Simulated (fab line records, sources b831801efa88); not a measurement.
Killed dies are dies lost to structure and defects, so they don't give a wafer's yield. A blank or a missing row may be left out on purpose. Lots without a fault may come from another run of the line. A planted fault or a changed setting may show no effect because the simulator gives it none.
Which tool did it? | flow gf180mcu | 7 lots, 21 wafers sampled, at 2 steps of a route of 602

WHAT THE GAUGES READ, wafer by wafer
GF_HV_LDD_TW_MEAS_23.
lot  | measured     | on            | HV_LDD_2_TW
L559 | day 11 09:20 | film_metro-04 | 1035 1042 1041
L561 | day 12 02:15 | film_metro-04 | 1048 1045 1046
L564 | day 12 22:53 | film_metro-03 | 1063 1061 1065
L566 | day 13 15:18 | film_metro-04 | 1044 1048 1050
L569 | day 14 14:44 | film_metro-02 | 1063 1064 1061
L571 | day 15 02:47 | film_metro-04 | 30 30 30
L573 | day 15 16:39 | film_metro-03 | 30 30 30

WHICH TOOL RAN EACH LOT (tool, then ch and the chambers of the sampled wafers, then the start)
lot  | GF_HV_LDD_IMPLANT_21
L559 | implanter-02 ch 0, day 11 09:05
L561 | implanter-01 ch 0, day 12 02:00
L564 | implanter-02 ch 0, day 12 22:36
L566 | implanter-02 ch 0, day 13 15:03
L569 | implanter-01 ch 0, day 14 14:29
L571 | implanter-01, day 15 02:32
L573 | implanter-03, day 15 16:25
- GF_HV_LDD_IMPLANT_21

THE ANSWER, worked out from the rows above alone
Rule: what is usual is taken from the lots themselves. Put in order of their means at a reading, lots are off if they are a third of the lots or fewer, leave a main group of 4 or more, and stand apart from it by a gap of 3 or more times the standard deviation of the main group's means; of several such gaps the widest counts. A main group whose means are all the same, to the digits that the tables above print for the reading, isn't used. A lot without any number at a reading at which 4 lots or more have one is off too. The other lots that the step has rows for count as sound.
Off: L571, L573, at GF_HV_LDD_TW_MEAS_23 (HV_LDD_2_TW). The main group: mean 1052, standard deviation 9.5.
A tool fits if, at a process step before that reading, it ran every lot that is off, and no sound lot after the first of them. The gauges at GF_HV_LDD_TW_MEAS_23 are tried like those tools. None of those tried fits.

WHAT THE SIMULATOR HAD PUT IN
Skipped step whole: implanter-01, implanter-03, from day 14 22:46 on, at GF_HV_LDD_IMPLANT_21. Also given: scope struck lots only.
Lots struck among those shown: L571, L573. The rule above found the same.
